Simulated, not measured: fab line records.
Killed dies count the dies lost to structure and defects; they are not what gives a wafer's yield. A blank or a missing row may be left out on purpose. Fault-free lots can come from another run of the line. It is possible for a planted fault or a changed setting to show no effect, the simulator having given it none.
fab line records + flow sky130
record
- lots=11
- wafers=33
- lastDay=50
route steps=708 shown METAL2@500 METAL3@536 VIA3@594
lots that met no fault: from a run of the same line without faults
startH: hours from the record's opening day to when the first of the lot's shown wafers began + waitH: hours elapsed since this lot's preceding step + " repeats the value in the row above + L1.1+2: several wafers, shown together as one row + - no value, or no start was given + * or withheld: withheld + < > ~ a bound
route shown NAME@n: a module of which the file shows steps, and the number in the route of the first + usual: mean/standard deviation taken from wafers without a fault + same: alike in all rows + chamber/n: place in a boat + sites: the reading at each site + _std_site: how widely they spread, as a standard deviation + _edge_site: outer sites' mean less inner sites' + radiusMm: how far each site lies from the wafer's centre + mask NAME#n: copy n + behind: tool/chamber where the wafer was last shaped + hold: what put the lot on hold/how long, in hours/how the hold closed + device: whichever transistor did not switch (one of n, p or np) + end of line: the tests these same wafers got at the end of their route + a step with no rows: only its recipe + killed: dies lost to structure and defects at the first sort, not the wafer's yield + map: a wafer's dies, marking killed ones x, the rest . and places with no die _
set.NAME: the run value of the setting; set.NAME@STEP: its run value at that earlier step + model.NAME: the simulator's own value behind a step, which no gauge read
steps of the route over a sample of lots; a table a step, a row a wafer
services: the hour from which a tool's chamber was out of use, counted from the record's first day as startH (under 0 if before that day), plus the number of hours and why
## steps
# step SKY_METAL2_DESCUM_17
# recipe
- chemistry=O2
- sourcePowerW=150
- biasPowerW=0
- pressureMtorr=10
- tempC=40
- timeS=8
# usual
- drypumpMotorCurrentA=5.58/0.17
- oesProductAu=1.002/0.0074
| lot.wafer | tool        | chamber | startH | waitH | drypumpMotorCurrentA | oesProductAu | rfHoursCounterH |
|-----------|-------------|---------|--------|-------|----------------------|--------------|-----------------|
| L398.1    | rieMetal-02 | 1       | 820.26 | 0.0   | 5.80                 | 0.993        | 16              |
| L398.2    | "           | 0       | "      | "     | 5.29                 | 0.998        | 6               |
| L398.5    | "           | 1       | "      | "     | 5.82                 | 0.994        | -               |
| L400.3    | rieMetal-03 | 0       | 830.43 | 0.0   | 5.62                 | 1.008        | -               |
| L400.5    | "           | 1       | "      | "     | 5.62                 | 1.005        | -               |
| L400.6    | "           | 0       | "      | "     | 5.64                 | 0.992        | -               |
| L402.1    | rieMetal-01 | 1       | 855.61 | 0.0   | 5.67                 | 1.006        | 11              |
| L402.2    | "           | 0       | "      | "     | 5.65                 | 0.992        | 10              |
| L402.5    | "           | 0       | "      | "     | 5.66                 | 0.999        | -               |
| L404.1    | rieMetal-02 | 0       | 864.62 | 0.0   | 5.28                 | 1.002        | 9               |
| L404.2    | "           | 0       | "      | "     | 5.28                 | 0.995        | -               |
| L404.3    | "           | 0       | "      | "     | 5.27                 | 1.002        | -               |
| L407.1    | rieMetal-01 | 0       | 886.67 | 0.0   | 5.64                 | 1.011        | 11              |
| L407.4    | "           | 0       | "      | "     | 5.65                 | 1.011        | -               |
| L407.6    | "           | 1       | "      | "     | 5.66                 | 1.018        | -               |
| L409.3    | rieMetal-03 | 0       | 913.27 | 0.0   | 5.61                 | 1.004        | -               |
| L409.4    | "           | 1       | "      | "     | 5.62                 | 0.988        | -               |
| L409.5    | "           | 0       | "      | "     | 5.62                 | 0.997        | -               |
| L410.1    | rieMetal-01 | 0       | 916.29 | 0.0   | 5.65                 | 1.007        | 13              |
| L410.4    | "           | 0       | "      | "     | 5.63                 | 1.001        | -               |
| L410.5    | "           | 1       | "      | "     | 5.66                 | 1.018        | -               |
| L411.2    | rieMetal-03 | 0       | 924.91 | 0.0   | 5.62                 | 1.012        | 1               |
| L411.3    | "           | 0       | "      | "     | 5.62                 | 1.008        | -               |
| L411.6    | "           | 0       | "      | "     | 5.64                 | 1.003        | -               |
| L413.1    | rieMetal-03 | 0       | 935.94 | 0.0   | 5.62                 | 1.007        | 1               |
| L413.2    | "           | 1       | "      | "     | 5.60                 | 0.993        | 2               |
| L413.5    | "           | 0       | "      | "     | 5.61                 | 0.997        | -               |
| L416.1    | rieMetal-02 | 0       | 956.04 | 0.0   | 5.30                 | 0.998        | 14              |
| L416.2    | "           | 1       | "      | "     | 5.81                 | 1.016        | 5               |
| L416.6    | "           | 1       | "      | "     | 5.82                 | 1.010        | -               |
| L421.1    | rieMetal-01 | 1       | 989.44 | 0.0   | 5.66                 | 1.006        | 17              |
| L421.4    | "           | 1       | "      | "     | 5.66                 | 1.005        | -               |
| L421.5    | "           | 1       | "      | "     | 5.64                 | 1.000        | -               |
# step SKY_METAL3_SPUTTER_04
# recipe
- material=TiN
- targetThkNm=70
- powerW=6500
- timeS=58.3
- chamberPressurePa=0.4
# usual
- throttleValvePct=29.8/1.2
| lot.wafer | tool          | chamber | startH  | waitH | throttleValvePct |
|-----------|---------------|---------|---------|-------|------------------|
| L398.1    | pvdSputter-02 | -       | 849.64  | 0.0   | 31.3             |
| L398.2    | "             | -       | "       | "     | 29.4             |
| L398.5    | "             | -       | "       | "     | 29.9             |
| L400.3    | pvdSputter-04 | -       | 860.05  | 0.0   | 29.3             |
| L400.5    | "             | -       | "       | "     | 29.2             |
| L400.6    | "             | -       | "       | "     | 30.1             |
| L402.1    | pvdSputter-03 | -       | 884.65  | 0.0   | 31.3             |
| L402.2    | "             | -       | "       | "     | 31.5             |
| L402.5    | "             | -       | "       | "     | 30.1             |
| L404.1    | pvdSputter-02 | -       | 894.02  | 0.0   | 30.0             |
| L404.2    | "             | -       | "       | "     | 31.2             |
| L404.3    | "             | -       | "       | "     | 27.6             |
| L407.1    | pvdSputter-04 | -       | 915.76  | 0.0   | 29.8             |
| L407.4    | "             | -       | "       | "     | 27.3             |
| L407.6    | "             | -       | "       | "     | 30.0             |
| L409.3    | pvdSputter-03 | -       | 941.38  | 0.0   | 30.1             |
| L409.4    | "             | -       | "       | "     | 31.4             |
| L409.5    | "             | -       | "       | "     | 29.8             |
| L410.1    | pvdSputter-04 | -       | 943.76  | 0.0   | 29.9             |
| L410.4    | "             | -       | "       | "     | 27.3             |
| L410.5    | "             | -       | "       | "     | 30.0             |
| L411.2    | pvdSputter-02 | -       | 951.36  | 0.0   | 30.0             |
| L411.3    | "             | -       | "       | "     | 31.2             |
| L411.6    | "             | -       | "       | "     | 30.9             |
| L413.1    | pvdSputter-03 | -       | 965.41  | 0.0   | 30.2             |
| L413.2    | "             | -       | "       | "     | 31.2             |
| L413.5    | "             | -       | "       | "     | 30.2             |
| L416.1    | pvdSputter-02 | -       | 982.54  | 0.0   | 29.3             |
| L416.2    | "             | -       | "       | "     | 27.9             |
| L416.6    | "             | -       | "       | "     | 27.8             |
| L421.1    | pvdSputter-03 | -       | 1015.33 | 0.0   | 30.0             |
| L421.4    | "             | -       | "       | "     | 31.0             |
| L421.5    | "             | -       | "       | "     | 31.3             |
# step SKY_METAL3_OVL_MEAS_14
# usual
- METAL3_OVL=-1/5.3
| lot.wafer | tool       | chamber | startH  | waitH | METAL3_OVL[nm] |
|-----------|------------|---------|---------|-------|----------------|
| L398.1    | overlay-01 | -       | 902.84  | 0.1   | -11            |
| L398.2    | "          | -       | "       | "     | -5             |
| L398.5    | "          | -       | "       | "     | -10            |
| L400.3    | overlay-02 | -       | 913.00  | 0.1   | -4             |
| L400.5    | "          | -       | "       | "     | -4             |
| L400.6    | "          | -       | "       | "     | -3             |
| L402.1    | overlay-02 | -       | 935.56  | 0.1   | 10             |
| L402.2    | "          | -       | "       | "     | 2              |
| L402.5    | "          | -       | "       | "     | 7              |
| L404.1    | overlay-01 | -       | 945.68  | 0.1   | -7             |
| L404.2    | "          | -       | "       | "     | -5             |
| L404.3    | "          | -       | "       | "     | -5             |
| L407.1    | overlay-01 | -       | 965.69  | 0.1   | -2             |
| L407.4    | "          | -       | "       | "     | 1              |
| L407.6    | "          | -       | "       | "     | 1              |
| L409.3    | overlay-01 | -       | 990.37  | 0.1   | -2             |
| L409.4    | "          | -       | "       | "     | -2             |
| L409.5    | "          | -       | "       | "     | 0              |
| L410.1    | overlay-01 | -       | 992.89  | 0.1   | 0              |
| L410.4    | "          | -       | "       | "     | 0              |
| L410.5    | "          | -       | "       | "     | -2             |
| L411.2    | overlay-02 | -       | 998.70  | 0.1   | -5             |
| L411.3    | "          | -       | "       | "     | -1             |
| L411.6    | "          | -       | "       | "     | -10            |
| L413.1    | overlay-01 | -       | 1012.61 | 0.1   | 5              |
| L413.2    | "          | -       | "       | "     | 1              |
| L413.5    | "          | -       | "       | "     | 2              |
| L416.1    | overlay-02 | -       | 1028.53 | 0.1   | 9              |
| L416.2    | "          | -       | "       | "     | 8              |
| L416.6    | "          | -       | "       | "     | 6              |
| L421.1    | overlay-02 | -       | 1060.41 | 0.1   | -12            |
| L421.4    | "          | -       | "       | "     | -1             |
| L421.5    | "          | -       | "       | "     | -3             |
# step SKY_VIA3_CVD_21
# recipe
- material=W
- targetThkNm=390
- timeS=117.31
- tempC=400
- pressureTorr=40
# usual
- heaterPowerW=878/88
| lot.wafer | tool    | chamber | startH  | waitH | heaterPowerW |
|-----------|---------|---------|---------|-------|--------------|
| L398.1    | cvdW-01 | 1       | 929.90  | 0.0   | 782          |
| L398.2    | "       | 0       | "       | "     | 779          |
| L398.5    | "       | 1       | "       | "     | 774          |
| L400.3    | cvdW-02 | 0       | 940.57  | 0.1   | 1003         |
| L400.5    | "       | 0       | "       | "     | 1002         |
| L400.6    | "       | 1       | "       | "     | 890          |
| L402.1    | cvdW-01 | 1       | 964.18  | 0.0   | 788          |
| L402.2    | "       | 0       | "       | "     | 787          |
| L402.5    | "       | 0       | "       | "     | 782          |
| L404.1    | cvdW-01 | 1       | 972.21  | 0.0   | 792          |
| L404.2    | "       | 0       | "       | "     | 804          |
| L404.3    | "       | 1       | "       | "     | 792          |
| L407.1    | cvdW-01 | 0       | 991.73  | 0.0   | 801          |
| L407.4    | "       | 1       | "       | "     | 786          |
| L407.6    | "       | 0       | "       | "     | 805          |
| L409.3    | cvdW-01 | 0       | 1016.30 | 0.2   | 803          |
| L409.4    | "       | 1       | "       | "     | 796          |
| L409.5    | "       | 1       | "       | "     | 798          |
| L410.1    | cvdW-01 | 1       | 1019.10 | 0.0   | 792          |
| L410.4    | "       | 1       | "       | "     | 807          |
| L410.5    | "       | 0       | "       | "     | 805          |
| L411.2    | cvdW-02 | 1       | 1024.47 | 0.0   | 875          |
| L411.3    | "       | 0       | "       | "     | 1000         |
| L411.6    | "       | 0       | "       | "     | 1002         |
| L413.1    | cvdW-01 | 0       | 1037.51 | 0.0   | 792          |
| L413.2    | "       | 1       | "       | "     | 801          |
| L413.5    | "       | 0       | "       | "     | 809          |
| L416.1    | cvdW-01 | 0       | 1053.17 | 0.0   | 805          |
| L416.2    | "       | 1       | "       | "     | 801          |
| L416.6    | "       | 0       | "       | "     | 816          |
| L421.1    | cvdW-02 | 1       | 1084.15 | 0.0   | 890          |
| L421.4    | "       | 0       | "       | "     | 1041         |
| L421.5    | "       | 0       | "       | "     | 1014         |
# step SKY_VIA3_RS_MEAS_22
# recipe
- thkMeasGauge=four-point-probe
- reads=W_of_VIA3_CVD_21+TiN_of_VIA3_SPUTTER_20
# usual
- VIA3_W_RS=0.2923/0.0027
| lot.wafer | tool         | chamber | startH  | waitH | VIA3_W_RS[ohm/sq] |
|-----------|--------------|---------|---------|-------|-------------------|
| L398.1    | filmMetro-02 | -       | 930.02  | 0.1   | 0.2913            |
| L398.2    | "            | -       | "       | "     | 0.2934            |
| L398.5    | "            | -       | "       | "     | 0.2917            |
| L400.3    | filmMetro-01 | -       | 940.69  | 0.1   | 0.2917            |
| L400.5    | "            | -       | "       | "     | 0.2878            |
| L400.6    | "            | -       | "       | "     | 0.2858            |
| L402.1    | filmMetro-02 | -       | 964.31  | 0.1   | 0.2932            |
| L402.2    | "            | -       | "       | "     | 0.2955            |
| L402.5    | "            | -       | "       | "     | 0.2914            |
| L404.1    | filmMetro-01 | -       | 972.34  | 0.1   | 0.2923            |
| L404.2    | "            | -       | "       | "     | 0.2934            |
| L404.3    | "            | -       | "       | "     | 0.2922            |
| L407.1    | filmMetro-02 | -       | 991.85  | 0.1   | 0.2892            |
| L407.4    | "            | -       | "       | "     | 0.2912            |
| L407.6    | "            | -       | "       | "     | 0.2906            |
| L409.3    | filmMetro-04 | -       | 1016.42 | 0.1   | 0.2969            |
| L409.4    | "            | -       | "       | "     | 0.2989            |
| L409.5    | "            | -       | "       | "     | 0.2968            |
| L410.1    | filmMetro-02 | -       | 1019.22 | 0.1   | 0.2948            |
| L410.4    | "            | -       | "       | "     | 0.2923            |
| L410.5    | "            | -       | "       | "     | 0.2931            |
| L411.2    | filmMetro-01 | -       | 1024.61 | 0.1   | 0.2889            |
| L411.3    | "            | -       | "       | "     | 0.2910            |
| L411.6    | "            | -       | "       | "     | 0.2916            |
| L413.1    | filmMetro-04 | -       | 1037.63 | 0.1   | 0.2668            |
| L413.2    | "            | -       | "       | "     | 0.2921            |
| L413.5    | "            | -       | "       | "     | 0.2690            |
| L416.1    | filmMetro-04 | -       | 1053.30 | 0.1   | 0.2659            |
| L416.2    | "            | -       | "       | "     | 0.2922            |
| L416.6    | "            | -       | "       | "     | 0.2667            |
| L421.1    | filmMetro-02 | -       | 1084.27 | 0.1   | 0.2916            |
| L421.4    | "            | -       | "       | "     | 0.2928            |
| L421.5    | "            | -       | "       | "     | 0.2915            |
# step SKY_VIA3_THK_MEAS_23
# recipe
- thkMeasGauge=xrf
- reads=W_of_VIA3_CVD_21
# usual
- VIA3_W_THK=388/4.6
| lot.wafer | tool         | chamber | startH  | waitH | VIA3_W_THK[nm] |
|-----------|--------------|---------|---------|-------|----------------|
| L398.1    | filmMetro-02 | -       | 930.14  | 0.1   | 382            |
| L398.2    | "            | -       | "       | "     | 381            |
| L398.5    | "            | -       | "       | "     | 381            |
| L400.3    | filmMetro-01 | -       | 940.79  | 0.1   | 389            |
| L400.5    | "            | -       | "       | "     | 396            |
| L400.6    | "            | -       | "       | "     | 398            |
| L402.1    | filmMetro-02 | -       | 964.43  | 0.1   | 385            |
| L402.2    | "            | -       | "       | "     | 379            |
| L402.5    | "            | -       | "       | "     | 388            |
| L404.1    | filmMetro-01 | -       | 972.46  | 0.1   | 388            |
| L404.2    | "            | -       | "       | "     | 390            |
| L404.3    | "            | -       | "       | "     | 389            |
| L407.1    | filmMetro-02 | -       | 991.97  | 0.1   | 386            |
| L407.4    | "            | -       | "       | "     | 383            |
| L407.6    | "            | -       | "       | "     | 386            |
| L409.3    | filmMetro-04 | -       | 1016.52 | 0.1   | 387            |
| L409.4    | "            | -       | "       | "     | 387            |
| L409.5    | "            | -       | "       | "     | 386            |
| L410.1    | filmMetro-02 | -       | 1019.34 | 0.1   | 383            |
| L410.4    | "            | -       | "       | "     | 388            |
| L410.5    | "            | -       | "       | "     | 385            |
| L411.2    | filmMetro-01 | -       | 1024.72 | 0.1   | 391            |
| L411.3    | "            | -       | "       | "     | 389            |
| L411.6    | "            | -       | "       | "     | 388            |
| L413.1    | filmMetro-04 | -       | 1037.75 | 0.1   | 424            |
| L413.2    | "            | -       | "       | "     | 391            |
| L413.5    | "            | -       | "       | "     | 425            |
| L416.1    | filmMetro-04 | -       | 1053.42 | 0.1   | 428            |
| L416.2    | "            | -       | "       | "     | 390            |
| L416.6    | "            | -       | "       | "     | 429            |
| L421.1    | filmMetro-02 | -       | 1084.39 | 0.1   | 384            |
| L421.4    | "            | -       | "       | "     | 383            |
| L421.5    | "            | -       | "       | "     | 385            |
## services
| tool          | chamber | startH  | hours | kind   |
|---------------|---------|---------|-------|--------|
| rieMetal-02   | 0       | 799.55  | 5.7   | repair |
| pvdSputter-03 | -       | 802.66  | 5.0   | repair |
| rieMetal-02   | -       | 804.40  | 1.4   | pm     |
| rieMetal-03   | 1       | 813.24  | 9.5   | repair |
| cvdW-02       | -       | 826.13  | 5.9   | repair |
| pvdSputter-02 | -       | 826.13  | 1.9   | repair |
| cvdW-02       | -       | 832.01  | 14.6  | pm     |
| cvdW-01       | 0       | 866.89  | 3.8   | repair |
| pvdSputter-02 | -       | 881.88  | 6.8   | repair |
| cvdW-01       | -       | 904.00  | 14.0  | pm     |
| pvdSputter-02 | -       | 968.13  | 2.4   | repair |
| pvdSputter-02 | -       | 968.34  | 9.6   | repair |
| cvdW-01       | -       | 1001.37 | 1.9   | repair |
| cvdW-01       | -       | 1002.64 | 0.4   | repair |
| rieMetal-01   | 0       | 1010.40 | 10.6  | repair |
| rieMetal-01   | -       | 1025.95 | 1.3   | repair |
| cvdW-01       | -       | 1027.61 | 6.0   | pm     |
| cvdW-01       | -       | 1037.99 | 1.5   | repair |
| rieMetal-01   | 1       | 1046.89 | 4.7   | repair |
| cvdW-01       | -       | 1055.86 | 3.8   | pm     |
| rieMetal-01   | -       | 1062.84 | 54.9  | repair |
| pvdSputter-03 | -       | 1065.02 | 4.6   | repair |
| rieMetal-01   | -       | 1079.03 | 13.5  | repair |
| pvdSputter-02 | -       | 1082.53 | 0.6   | repair |
## key
firstSign
- step=SKY_VIA3_RS_MEAS_22
- reading=VIA3_W_RS
- direction=down
- sigmas=9.3
- usual=0.2923
- struck=0.2671
effect
- step=SKY_VIA3_THK_MEAS_23
- reading=VIA3_W_THK
- direction=up
- sigmas=8.4
- usual=388
- struck=426
metAt SKY_VIA3_CVD_21
struckLots L413,L416
struckWafers L413.1,L413.5,L416.1,L416.6
notActingAt SKY_METAL2_DESCUM_17,SKY_METAL3_SPUTTER_04,SKY_METAL3_OVL_MEAS_14
onsetBetween 1019.10 1037.51
fault
- kind=processParameterDrift
- tool=cvdW-01
- chamber=0
- onsetH=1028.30
- steps=SKY_VIA3_CVD_21
- channel=targetThkNm
- offset=36.785
- shape=step
- endH=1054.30
- actsIn=theseRecipesOnly
- stated=390
